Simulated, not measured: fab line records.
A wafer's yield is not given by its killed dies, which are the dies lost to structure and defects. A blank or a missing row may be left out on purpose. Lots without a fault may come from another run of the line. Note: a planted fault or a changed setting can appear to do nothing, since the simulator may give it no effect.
One fault through the eyes of 2 desks -- flow sky130 -- each desk has only its own numbers; what lay behind them comes last

AT THE METROLOGY DESK
What the gauges read for every lot (on any tool): the sampled wafers with a number, averaged. Any lot whose mean is over 4 standard deviations away from the usual mean is out of limits and marked OUT; that distance is given in the brackets.
Columns: A = cd_nm at SKY_LDD_P_CD_MEAS_07, usual 379.8 nm; B = SPACER_CVD_00_THK at SKY_SPACER_THK_MEAS_01, usual 43.3 nm
lot,first seen here,A,B
L777,day 19 06:14,376.0,43.3
L778,day 20 03:17,381.4,43.0
L780,day 20 21:28,378.5,43.3
L782,day 21 18:30,377.2,43.4
L785,day 22 20:18,377.9,43.1
L786,day 23 02:29,381.7,42.3
L787,day 23 08:38,378.5,43.0
L788,day 23 21:14,383.6,42.9
L791,day 24 11:43,381.7,37.7 (-12) OUT
L792,day 24 18:09,379.0,38.0 (-11) OUT
This desk's finding: out of limits on L791, L792; first on L791, day 28 04:00 (SPACER_CVD_00_THK at SKY_SPACER_THK_MEAS_01). In limits: L777, L778, L780, L782, L785, L786, L787, L788.

DESK OF THE TOOL OWNER: lpcvd-02
The tool's own readings at SKY_SPACER_CVD_00 (deposits Si3N4 from DCS/NH3, target thk 43.1 nm, time 740 s): means of the sampled wafers that have a number, for each lot that ran on this tool. Any lot whose mean is over 4 standard deviations away from the usual mean is out of limits and marked OUT; that distance is given in the brackets.
Columns: A = susceptor_temp_C at SKY_SPACER_CVD_00, usual 769.9 C; B = zone_power_top_pct at SKY_SPACER_CVD_00, usual 24 %
lot,first seen here,A,B
L777,day 23 04:49,769.6,21
L778,day 23 23:42,769.9,27
L780,day 24 16:21,769.9,21
L782,day 25 13:53,770.4,21
L785,day 26 12:52,770.1,21
L786,day 26 20:34,770.1,27
L787,day 27 05:03,770.1,27
L788,day 27 13:51,770.1,21
L791,day 28 02:47,770.1,27
L792,day 28 08:55,770.1,27
This desk found nothing out of limits on any of the 10 lots.

ALL TOGETHER
At day 28 04:00 the metrology desk could have sounded an alarm, on L791, L792.
The tool owner's desk saw nothing out of limits.
On record at the tool owner's desk: L791, L792, within its limits.
SKY_SPACER_CVD_00 was run on lpcvd-02 by each of the lots named.

WHAT THE SIMULATOR HAD INSERTED
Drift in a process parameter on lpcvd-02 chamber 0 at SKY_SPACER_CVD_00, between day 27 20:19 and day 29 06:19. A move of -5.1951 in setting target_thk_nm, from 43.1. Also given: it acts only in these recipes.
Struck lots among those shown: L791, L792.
Per desk, hours elapsed from the start of the fault to the first reading out of limits: for the metrology desk, 8.
